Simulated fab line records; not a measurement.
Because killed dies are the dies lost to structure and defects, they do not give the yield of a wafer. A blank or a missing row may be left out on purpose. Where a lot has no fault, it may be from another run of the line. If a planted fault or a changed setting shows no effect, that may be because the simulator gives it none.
Which tool is to blame? / flow gf180mcu / 18 wafers from 6 lots sampled at 3 of the route's 602 steps

## WHAT EACH GAUGE READ, for each wafer
GF_TOP_METAL_OVL_MEAS_15.
lot=L672; measured=day 28 20:51; on=overlay-01; TOP_METAL_OVL (nm)=-1.1 -0.8 -1.3
lot=L675; measured=day 29 18:47; on=overlay-01; TOP_METAL_OVL (nm)=-1.9 -1.9 -0.7
lot=L677; measured=day 30 13:38; on=overlay-01; TOP_METAL_OVL (nm)=-2.7 -3.5 -1.3
lot=L683; measured=day 32 07:35; on=overlay-02; TOP_METAL_OVL (nm)=0.8 0.7 2.1
lot=L684; measured=day 33 00:35; on=overlay-02; TOP_METAL_OVL (nm)=0.3 0.1 -1.2
lot=L691; measured=day 33 22:59; on=overlay-02; TOP_METAL_OVL (nm)=1.6 -0.7 1.7

## WHAT TOOL EACH LOT RAN ON (gives the tool, then ch and the chambers of the sampled wafers, and finally the start)
lot=L672; GF_V2_CVD_02=pecvd-04 ch 0,2, day 20 03:26; GF_V5_CVD_23=cvd w-01 ch 0,1, day 28 00:47
lot=L675; GF_V2_CVD_02=pecvd-02 ch 1,2, day 21 06:57; GF_V5_CVD_23=cvd w-02 ch 0,1, day 28 23:35
lot=L677; GF_V2_CVD_02=pecvd-01 ch 1,2, day 22 06:50; GF_V5_CVD_23=cvd w-02 ch 0,1, day 29 18:22
lot=L683; GF_V2_CVD_02=pecvd-04 ch 0,2, day 24 16:38; GF_V5_CVD_23=cvd w-01 ch 0, day 31 14:01
lot=L684; GF_V2_CVD_02=pecvd-01 ch 0,1,2, day 25 11:06; GF_V5_CVD_23=cvd w-02 ch 0,1, day 32 06:40
lot=L691; GF_V2_CVD_02=pecvd-02 ch 1,2, day 26 19:34; GF_V5_CVD_23=cvd w-01 ch 1, day 33 07:01
- GF_V2_CVD_02: deposits SiO2 from TEOS, target thk 850 nm, time 94.851 s.
- GF_V5_CVD_23: deposits W, target thk 350 nm, time 104.9 s.

## THE ANSWER, worked out from the rows above alone
Rule: the usual values come from the lots themselves. The widest of any qualifying gaps counts: lots, ordered by their means at a reading, are off when they make up no more than a third of the lots, leave a main group of 4 or more, and stand apart from it by 3 or more times the standard deviation of that group's means. Not used: any main group whose means are identical at the precision the tables above print for the reading. Also off: a lot with no number at a reading for which 4 or more lots have one. Any other lot the step has rows for is counted as sound.
No lot is off at any reading shown: from this, nothing can be told.

## WHAT HAD BEEN PUT IN BY THE SIMULATOR
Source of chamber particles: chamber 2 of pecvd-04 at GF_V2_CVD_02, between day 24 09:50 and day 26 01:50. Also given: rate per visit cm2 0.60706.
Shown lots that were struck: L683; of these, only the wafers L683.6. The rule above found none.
